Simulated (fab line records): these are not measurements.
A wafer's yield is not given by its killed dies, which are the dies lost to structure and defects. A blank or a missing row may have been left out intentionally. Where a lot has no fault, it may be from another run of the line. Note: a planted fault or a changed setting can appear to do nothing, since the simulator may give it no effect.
Matching of chambers | flow sky130 | 3 sister chambers for SKY_CONTACT_CVD_00 on pecvd-03
The step deposits Si3N4, target thk 75 nm. 6 wafers are shown with their chamber, then 7 later ones without.

WAFERS, EACH WITH ITS CHAMBER
wafer  | chamber | heater power w (W) | rf fwd power W (W)
L750.6 | 2       | 645                | 444.0
L753.5 | 2       | 606                | 441.7
L756.4 | 0       | 881                | 436.7
L756.6 | 1       | 603                | 442.7
L757.1 | 1       | 613                | 446.9
L757.2 | 0       | 866                | 439.8

WAFERS WITHOUT THEIR CHAMBER
wafer  | heater power w (W) | rf fwd power W (W)
L757.3 | 610                | 443.5
L762.1 | 691                | 444.5
L762.5 | 671                | 439.8
L762.6 | 844                | 439.5
L763.2 | 682                | 441.9
L763.4 | 772                | 441.3
L763.6 | 689                | 443.2

EACH ONE'S CHAMBER
wafer  | from the rows above     | in truth
L757.3 | can't be placed: 1 or 2 | 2
L762.1 | can't be placed: 2 or 1 | 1
L762.5 | can't be placed: 2 or 1 | 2
L762.6 | 0                       | 0
L763.2 | can't be placed: 2 or 1 | 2
L763.4 | 0                       | 0
L763.6 | can't be placed: 2 or 1 | 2
Correctly placed: 2 of 7. Not placeable from these rows: 5 (in 5, the candidates include the true chamber). 0 placed wrongly.
How it was worked out, from the rows above alone: a wafer's distance from a chamber is the root of the sum, over the readings, of the square of ((its reading less the chamber's mean) divided by the reading's scatter). The wafer belongs to the nearest chamber; if the next one is less than 2 further off, it can't be placed. The mean given for a chamber averages the wafers shown for that chamber. The scatter: take each reading less its chamber's mean, square it, sum over the shown wafers, divide by the number of wafers less the number of chambers, and take the root.
